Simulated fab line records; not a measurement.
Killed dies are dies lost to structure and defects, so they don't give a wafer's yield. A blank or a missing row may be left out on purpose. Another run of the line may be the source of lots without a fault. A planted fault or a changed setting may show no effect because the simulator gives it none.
8D (eight disciplines) problem report, filled in by code || flow gf180mcu || the parts of the form that need people (team, actions taken, sign-off) are left out

== 1. PROBLEM STATEMENT ==
cd_nm at GF_V3_CD_MEAS_14 reads a mean of 264.0 nm on 4 wafers of 2 lots; wafers without a fault read 259.9 nm with a standard deviation of 0.87. That is +4.7 standard deviations from the usual mean.
The step: target cd 260 nm.
First observed at day 27 21:35: wafer L979.2, on cd_sem-02. The record has a number at this step for 33 wafers belonging to 11 lots. By rule, "out" or "out of limits" means more than 4 standard deviations away from the usual mean. Any other wafer with a number is counted as sound.

== 2. WHAT IT IS; WHAT IT IS NOT ==
{"question": "which readings at this step", "is": "cd_nm", "is not": "-"}
{"question": "which lots", "is": "L979, L982", "is not": "L963, L964, L966, L968, L969, L970, L983, L984, L985"}
{"question": "which wafers of those lots", "is": "L979.2, L979.5, L982.2, L982.5", "is not": "L979.4, L982.1"}
{"question": "read on which gauges", "is": "cd_sem-02", "is not": "cd_sem-01"}
{"question": "when", "is": "from day 27 21:35", "is not": "up to then (19 sound wafers); but 10 sound wafers of L982, L983, L984, L985 came after"}

== 3. WHAT RULES OUT EACH SUSPECT ==
Counting: any tool at a process step up to the reading remains a suspect provided it ran every lot that is out. Sound lots after the first of them don't rule it out here, since some wafers of a struck lot are sound.
- the gauge at GF_V3_CD_MEAS_14 has been ruled out. All the wafers that are out were read on cd_sem-02, but those of them that GF_V3_STRIP_18 has rows for are out there too, on other tools.
- litho_track-04 at GF_V3_COAT_09 (resist thk 1000 nm): kept. Every lot that is out went through it, the first being L979 (day 27 11:00); the last sound lot it ran before that was L968 (day 23 20:00).
Remaining after the count: litho_track-04 at GF_V3_COAT_09.

== 4. THE CAUSE (what the simulator had put in) ==
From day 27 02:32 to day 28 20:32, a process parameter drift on litho_track-04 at GF_V3_COAT_09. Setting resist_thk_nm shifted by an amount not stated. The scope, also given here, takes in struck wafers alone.
The count eliminated every tool but this one.

== 5. THE CHAIN OF EFFECTS, in route order ==
Each row: a reading where the mean over the struck wafers with a number is more than 3 standard deviations away from the usual. Only readings whose record carries a usual standard deviation are examined. hours: median over the lots of the time between each lot's start at the first step of this table that gives one and its start at this step. sigmas: the change, counted in usual standard deviations.
{"hours": 0, "step": "GF_V3_CD_MEAS_14", "reading": "cd_nm", "usual": "259.9 nm", "on struck wafers": 264.0, "change": "+4.1", "sigmas": "+4.7"}
{"hours": 2, "step": "GF_V3_STRIP_18", "reading": "oes_product_au", "usual": "0.592 a.u.", "on struck wafers": 0.551, "change": -0.041, "sigmas": -9.3}
It contains these process steps:
- GF_V3_STRIP_18: strips in O2/N2.

== 6. WHAT WOULD HAVE CAUGHT IT SOONER ==
Counted from the fault's start at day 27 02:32, it took 19 hours until the first out-of-limits reading at a measuring or inspecting step in this record, taken at day 27 21:35.
Lots out: 2; of these, L982 started GF_V3_COAT_09 on litho_track-04 after day 27 21:35. A hold on the tool at that time would have spared it.
